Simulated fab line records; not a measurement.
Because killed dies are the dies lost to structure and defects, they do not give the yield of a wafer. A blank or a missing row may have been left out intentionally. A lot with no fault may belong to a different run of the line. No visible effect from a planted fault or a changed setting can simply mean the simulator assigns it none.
The tool behind it: which one? :: flow gf180mcu :: 6 lots, 18 wafers sampled, at 3 steps of a route of 602

WHAT THE GAUGES SHOWED, per wafer
GF_TOP_METAL_OVL_MEAS_15.
lot: L263
measured: day 28 04:08
on: overlay-02
TOP_METAL_OVL (nm): 2.0 1.0 2.4

lot: L265
measured: day 29 04:21
on: overlay-02
TOP_METAL_OVL (nm): -0.8 0.6 -2.0

lot: L268
measured: day 30 01:16
on: overlay-01
TOP_METAL_OVL (nm): -3.5 -0.6 -2.6

lot: L275
measured: day 32 00:35
on: overlay-01
TOP_METAL_OVL (nm): 0.3 -0.2 -0.4

lot: L278
measured: day 32 19:19
on: overlay-01
TOP_METAL_OVL (nm): -0.8 -0.3 -1.3

lot: L284
measured: day 34 00:16
on: overlay-02
TOP_METAL_OVL (nm): 0.4 -1.0 -0.8

TOOL THAT RAN EACH LOT (tool first, then ch and the chambers of the sampled wafers, then the start)
lot: L263
GF_V3_STRIP_18: plasma asher-02 ch 0,1, day 22 12:17
GF_V5_CVD_23: cvd w-01 ch 0, day 27 07:31

lot: L265
GF_V3_STRIP_18: plasma asher-02 ch 0,1, day 23 18:30
GF_V5_CVD_23: cvd w-02 ch 0,1, day 28 08:36

lot: L268
GF_V3_STRIP_18: plasma asher-02 ch 0,1, day 24 18:25
GF_V5_CVD_23: cvd w-02 ch 1, day 29 06:10

lot: L275
GF_V3_STRIP_18: plasma asher-02 ch 0,1, day 26 23:14
GF_V5_CVD_23: cvd w-01 ch 0,1, day 31 06:18

lot: L278
GF_V3_STRIP_18: plasma asher-03 ch 0,1, day 27 22:03
GF_V5_CVD_23: cvd w-01 ch 0,1, day 32 01:50

lot: L284
GF_V3_STRIP_18: plasma asher-03 ch 0,1, day 29 10:31
GF_V5_CVD_23: cvd w-01 ch 0,1, day 33 08:00
- GF_V3_STRIP_18: strips in O2/N2.
- GF_V5_CVD_23: deposits W, target thk 350 nm, time 104.9 s.

THE ANSWER, worked out from the rows above alone
Rule: usual is defined by the lots themselves. Put in order of their means at a reading, lots are off if they are a third of the lots or fewer, leave a main group of 4 or more, and stand apart from it by a gap of 3 or more times the standard deviation of the main group's means; of several such gaps the widest counts. Not used: any main group whose means are identical at the precision the tables above print for the reading. Also off: a lot with no number at a reading for which 4 or more lots have one. Any other lot the step has rows for is counted as sound.
No lot is off at any reading shown: from this, nothing can be told.

WHAT WAS PUT IN BY THE SIMULATOR
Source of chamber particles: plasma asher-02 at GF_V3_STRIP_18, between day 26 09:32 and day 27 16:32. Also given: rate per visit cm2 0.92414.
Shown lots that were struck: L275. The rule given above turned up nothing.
